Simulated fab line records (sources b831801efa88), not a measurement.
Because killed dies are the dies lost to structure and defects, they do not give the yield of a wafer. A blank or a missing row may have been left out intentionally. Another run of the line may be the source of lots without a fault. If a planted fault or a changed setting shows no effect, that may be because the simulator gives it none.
The tool behind it: which one?    flow gf180mcu    Sampling: 13 lots, 39 wafers, 5 of 602 route steps

== WHAT THE GAUGES SHOWED, per wafer ==
GF_POLY_GATE_CD_MEAS_18.
lot   measured      on         cd_nm (nm)
L767  day 9 09:11   cd_sem-02  281.9 279.2 278.1
L768  day 9 22:31   cd_sem-01  279.3 279.5 276.9
L769  day 10 09:35  cd_sem-01  278.1 275.7 279.7
L773  day 11 13:59  cd_sem-02  280.7 280.1 280.1
L776  day 12 04:04  cd_sem-02  280.5 281.1 278.2
L778  day 12 21:05  cd_sem-02  282.5 283.7 285.7
L779  day 13 04:14  cd_sem-02  279.4 281.5 278.7
L780  day 13 09:02  cd_sem-02  275.9 280.3 278.2
L781  day 13 16:14  cd_sem-01  277.7 275.9 279.1
L782  day 14 03:10  cd_sem-02  278.3 278.8 277.7
L785  day 14 22:39  cd_sem-02  279.5 279.6 278.0
L787  day 15 15:12  cd_sem-02  280.8 282.9 281.4
L789  day 16 00:38  cd_sem-01  283.0 279.7 279.6

GF_HV_LDD_OVL_MEAS_32.
lot   measured      on          HV_LDD_02_OVL (nm)
L767  day 11 17:04  overlay-01  -0.5 1.5 0.4
L768  day 12 06:26  overlay-01  -1.1 -0.9 1.1
L769  day 12 17:25  overlay-02  -0.7 0.0 -1.0
L773  day 14 02:20  overlay-02  0.1 0.3 0.6
L776  day 14 16:13  overlay-02  1.6 -0.3 0.9
L778  day 15 11:49  overlay-02  -1.9 -1.0 -1.9
L779  day 15 19:41  overlay-02  -0.8 -0.9 -0.9
L780  day 16 00:29  overlay-01  0.2 -0.4 -0.6
L781  day 16 10:02  overlay-02  -1.4 -1.0 -0.2
L782  day 16 20:49  overlay-02  -1.1 0.1 -0.6
L785  day 17 17:43  overlay-01  -0.5 -2.5 0.1
L787  day 18 12:49  overlay-01  0.4 -1.6 -1.9
L789  day 18 21:10  overlay-01  0.4 -0.3 2.4

GF_HV_LDD_RS_MEAS_53: measures by four-point-probe.
lot   measured      on             HV_LDD_RS (ohm/sq)
L767  day 12 12:35  film_metro-03  418.2 419.8 418.2
L768  day 13 03:31  film_metro-02  417.6 417.8 417.3
L769  day 13 14:44  film_metro-01  417.9 419.2 419.1
L773  day 15 00:49  film_metro-02  419.6 419.0 419.9
L776  day 15 14:59  film_metro-03  415.3 415.2 415.7 414.9 414.6 415.6
L778  day 16 11:06  film_metro-03  415.5 415.1 415.6 414.2 415.4 415.2
L779  day 16 19:19  film_metro-03  416.3 415.1 415.6 415.3 415.2 415.8
L780  day 17 00:17  film_metro-03  417.8 417.9 418.9
L781  day 17 10:05  film_metro-02  417.7 417.5 415.9
L782  day 17 21:04  film_metro-03  417.9 416.2 417.7
L785  day 18 18:06  film_metro-02  418.4 418.4 419.0
L787  day 19 14:40  film_metro-03  417.4 416.9 417.0
L789  day 19 22:43  film_metro-02  415.1 417.0 417.3

== EACH LOT AND THE TOOL THAT RAN IT (in order: tool; ch and the chambers of the sampled wafers; start) ==
lot   GF_HV_LDD_IMPLANT_33             GF_HV_LDD_RTA_52
L767  implanter-02 ch 0, day 11 17:06  rtp_anneal-01 ch 0, day 12 12:31
L768  implanter-01 ch 0, day 12 06:30  rtp_anneal-02 ch 0, day 13 03:26
L769  implanter-03 ch 0, day 12 17:27  rtp_anneal-02 ch 0, day 13 14:40
L773  implanter-02 ch 0, day 14 02:22  rtp_anneal-01 ch 0, day 15 00:46
L776  implanter-03 ch 0, day 14 16:15  rtp_anneal-01 ch 0, day 15 14:55
L778  implanter-03 ch 0, day 15 11:51  rtp_anneal-01 ch 0, day 16 11:02
L779  implanter-03 ch 0, day 15 19:45  rtp_anneal-01 ch 0, day 16 19:14
L780  implanter-02 ch 0, day 16 00:31  rtp_anneal-01 ch 0, day 17 00:11
L781  implanter-02 ch 0, day 16 10:04  rtp_anneal-02 ch 0, day 17 10:01
L782  implanter-02 ch 0, day 16 20:53  rtp_anneal-02 ch 0, day 17 20:59
L785  implanter-01 ch 0, day 17 17:44  rtp_anneal-02 ch 0, day 18 18:02
L787  implanter-02 ch 0, day 18 12:50  rtp_anneal-02 ch 0, day 19 14:31
L789  implanter-02 ch 0, day 18 21:13  rtp_anneal-01 ch 0, day 19 22:38
- GF_HV_LDD_IMPLANT_33
- GF_HV_LDD_RTA_52: time 10 s.

== AS READ BY THE TOOLS THEMSELVES (means over the sampled wafers that have a number; for cases with no such wafer, the mark the record gives instead) ==
GF_HV_LDD_IMPLANT_33.
lot   tool          dose_ions_cm2  faraday_current_uA
L767  implanter-02  7.5e+12        43.3
L768  implanter-01  7.5e+12        42.8
L769  implanter-03  7.5e+12        42.6
L773  implanter-02  7.5e+12        42.3
L776  implanter-03  8.8e+12        49.2
L778  implanter-03  8.8e+12        49.5
L779  implanter-03  8.8e+12        49.7
L780  implanter-02  7.5e+12        42.2
L781  implanter-02  7.5e+12        41.4
L782  implanter-02  7.5e+12        42.8
L785  implanter-01  7.5e+12        41.6
L787  implanter-02  7.5e+12        42.2
L789  implanter-02  7.5e+12        42.3

GF_HV_LDD_RTA_52.
lot   tool           lamp_power_pct (%)  wafer_temp_C_max
L767  rtp_anneal-01  32.4                1007.6
L768  rtp_anneal-02  29.1                1003.7
L769  rtp_anneal-02  29.0                1005.1
L773  rtp_anneal-01  32.4                1007.3
L776  rtp_anneal-01  32.4                1007.6
L778  rtp_anneal-01  32.4                1007.5
L779  rtp_anneal-01  32.4                1007.9
L780  rtp_anneal-01  32.4                1006.9
L781  rtp_anneal-02  29.1                1003.8
L782  rtp_anneal-02  29.1                1002.9
L785  rtp_anneal-02  29.1                1003.4
L787  rtp_anneal-02  29.0                1003.5
L789  rtp_anneal-01  32.4                1008.4

== THE ANSWER, worked out from the rows above alone ==
Rule: usual is defined by the lots themselves. Put in order of their means at a reading, lots are off if they are a third of the lots or fewer, leave a main group of 4 or more, and stand apart from it by a gap of 3 or more times the standard deviation of the main group's means; of several such gaps the widest counts. A main group whose means are all the same, to the digits that the tables above print for the reading, isn't used. Also off: a lot with no number at a reading for which 4 or more lots have one. Any other lot the step has rows for is counted as sound. After the gauges, taken in route order, come the tools' own readings; for these a lot's mean is taken, as printed above. At the first step where some lot is off, the reading lying furthest off is the one used; lots without a number count as furthest.
Off: L776, L778, L779, at GF_HV_LDD_IMPLANT_33 (faraday_current_uA). For the main group the mean is 42.4 and the standard deviation 0.54.
If a tool, at that step or one of the process steps before it, ran each lot that is off and ran no sound lot following the first of them, it fits. One candidate fits, namely implanter-03 at GF_HV_LDD_IMPLANT_33. Its last sound lot is L769 (day 12 17:27), its first lot that is off L776 (day 14 16:15): a fault that began between those two fits.
The tool's own readings at GF_HV_LDD_IMPLANT_33 bear it out: on the lots that are off they differ by more than 5 times the standard deviation of the sound lots' means. dose_ions_cm2 reads 8.8e+12 there against 7.5e+12 on the sound lots; faraday_current_uA reads 49.5 there against 42.4 on the sound lots.

== WHAT THE SIMULATOR HAD INSERTED ==
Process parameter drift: implanter-03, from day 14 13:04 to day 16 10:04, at GF_HV_LDD_IMPLANT_33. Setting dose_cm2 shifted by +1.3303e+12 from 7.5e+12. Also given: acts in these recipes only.
Lots struck among those shown: L776, L778, L779. This agrees with what the rule above found.
